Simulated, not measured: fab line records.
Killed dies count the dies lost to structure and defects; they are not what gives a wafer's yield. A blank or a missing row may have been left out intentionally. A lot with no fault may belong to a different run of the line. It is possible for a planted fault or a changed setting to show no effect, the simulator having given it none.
One fault seen from 2 desks	flow sky130	what lay behind the numbers comes last; until then each desk has only its own

THE TOOL OWNER'S DESK: litho_track-01
The tool's own readings at SKY_LDD_P_DEVELOP_06 (develop time 60 s): means of the sampled wafers that have a number, for each lot that ran on this tool. The brackets show how far a lot's mean lies from the usual mean; more than 4 standard deviations puts the lot out of limits, marked OUT.
Columns: A = resist_line_temp_C at SKY_LDD_P_DEVELOP_06, usual 23.00 C
lot	first seen here	A
L454	day 19 04:16	22.87
L457	day 20 02:49	22.96
L461	day 21 20:37	22.99
L474	day 26 04:57	23.04
L475	day 26 10:18	22.96
L477	day 27 07:28	23.13
Result from this desk: across the 6 lots, nothing is out of limits.

FROM THE METROLOGY DESK
Means of the sampled wafers that have a number, per lot and without regard to the tool the lot ran on: this is what the gauges read. The brackets show how far a lot's mean lies from the usual mean; more than 4 standard deviations puts the lot out of limits, marked OUT.
Columns: A = cd_nm at SKY_LDD_P_CD_MEAS_07, usual 380.5 nm
lot	first seen here	A
L454	day 19 04:25	379.4
L456	day 19 19:05	384.7
L457	day 20 02:58	379.8
L458	day 20 14:34	377.6
L459	day 20 21:24	380.6
L461	day 21 20:46	374.7
L462	day 21 23:29	379.6
L471	day 25 07:20	379.4
L473	day 26 00:32	375.9
L474	day 26 05:05	380.6
L475	day 26 10:26	379.7
L476	day 27 03:34	382.1
L477	day 27 07:37	381.7
Result from this desk: across the 13 lots, nothing is out of limits.

BROUGHT TOGETHER
The tool owner's desk saw nothing out of limits.
Nothing out of limits was seen by the metrology desk.

WHAT THE SIMULATOR PUT IN
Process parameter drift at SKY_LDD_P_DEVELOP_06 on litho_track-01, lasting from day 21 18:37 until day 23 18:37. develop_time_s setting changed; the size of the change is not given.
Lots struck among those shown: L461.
